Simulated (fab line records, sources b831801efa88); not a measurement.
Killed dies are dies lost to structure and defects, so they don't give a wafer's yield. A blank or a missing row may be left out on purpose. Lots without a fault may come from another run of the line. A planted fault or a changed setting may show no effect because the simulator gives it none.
Problem report in the 8D (eight disciplines) form, filled by code | flow sky130 | the parts of the form that need people (team, actions taken, sign-off) are left out

1. THE PROBLEM
SD_N_RS at SKY_SD_N_RS_MEAS_16 reads a mean of 73.50 ohm/sq on 9 wafers of 3 lots; wafers without a fault read 68.63 ohm/sq with a standard deviation of 0.1. That is +49 standard deviations from the usual mean.
The step: measures by four-point-probe.
First seen on wafer L520.1, day 33 01:51, on film_metro-02. The record holds 33 wafers of 11 lots with a number at this step. Rule for "out", or "out of limits": more than 4 standard deviations from the usual mean. The other wafers with a number count as sound.

2. WHAT IT IS AND WHAT IT IS NOT
question                    | is                     | is not
which readings at this step | SD_N_RS                | -
which lots                  | L520, L522, L524       | L509, L510, L512, L513, L514, L521, L527, L528
which wafers of those lots  | all that have a number | -
read on which gauges        | film_metro-02          | film_metro-01, film_metro-04
when                        | from day 33 01:51      | up to then (15 sound wafers); but 9 sound wafers of L521, L527, L528 came after

3. SUSPECTS, AND WHAT RULES EACH OUT
Counting: a tool at a process step up to the reading stays a suspect if it ran every lot that is out and no sound lot after the first of them.
- the gauge at SKY_SD_N_RS_MEAS_16: ruled out. All the wafers that are out were read on film_metro-02, but those of them that SKY_SD_N_RTA_14 has rows for are out there too, on other tools.
- rtp_anneal-02 at SKY_SD_N_RTA_14 (time 2 s): kept. It ran every lot that is out, first L520 (day 33 01:40), and no sound lot after that; its last sound lot up to then is L514 (day 31 01:44). Its own readings are out on those wafers: lamp_power_pct.
Left after counting: rtp_anneal-02 at SKY_SD_N_RTA_14.

4. THE CAUSE (what the simulator had put in)
Process parameter drift: rtp_anneal-02, from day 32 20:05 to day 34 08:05, at SKY_SD_N_RTA_14. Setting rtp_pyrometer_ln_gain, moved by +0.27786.
Counting left only this tool.

5. THE CHAIN OF EFFECTS, in route order
Each row: a reading whose mean over the struck wafers that have a number lies more than 3 standard deviations from the usual. Only readings for which the record gives a usual standard deviation are gone through. hours: the time from each lot's start at the first step in this table that gives one to its start at this step, as a median over the lots. sigmas: the change in usual standard deviations.
hours | step                | reading        | usual        | on struck wafers | change | sigmas
0     | SKY_SD_N_RTA_14     | lamp_power_pct | 15.73 %      | 14.66            | -1.07  | -21
0     | SKY_SD_N_RS_MEAS_16 | SD_N_RS        | 68.63 ohm/sq | 73.50            | +4.87  | +49
0     | SKY_SD_N_RS_MEAS_17 | SD_P_RS        | 147.3 ohm/sq | 176.5            | +29.2  | +94
The process steps in it:
- SKY_SD_N_RTA_14: time 2 s.

6. WHAT WOULD HAVE CAUGHT IT SOONER
In this record the first reading out of limits at a measuring or inspecting step was taken at day 33 01:51, 6 hours after the fault began at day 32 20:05.
The tool's own readings at SKY_SD_N_RTA_14 were out on every struck wafer that the step has a row for (lamp_power_pct): an alarm limit on them would have fired on the first of those.
Of the lots that are out (3), L522, L524 began SKY_SD_N_RTA_14 on rtp_anneal-02 after day 33 01:51. A hold on the tool at that time would have spared those 2.
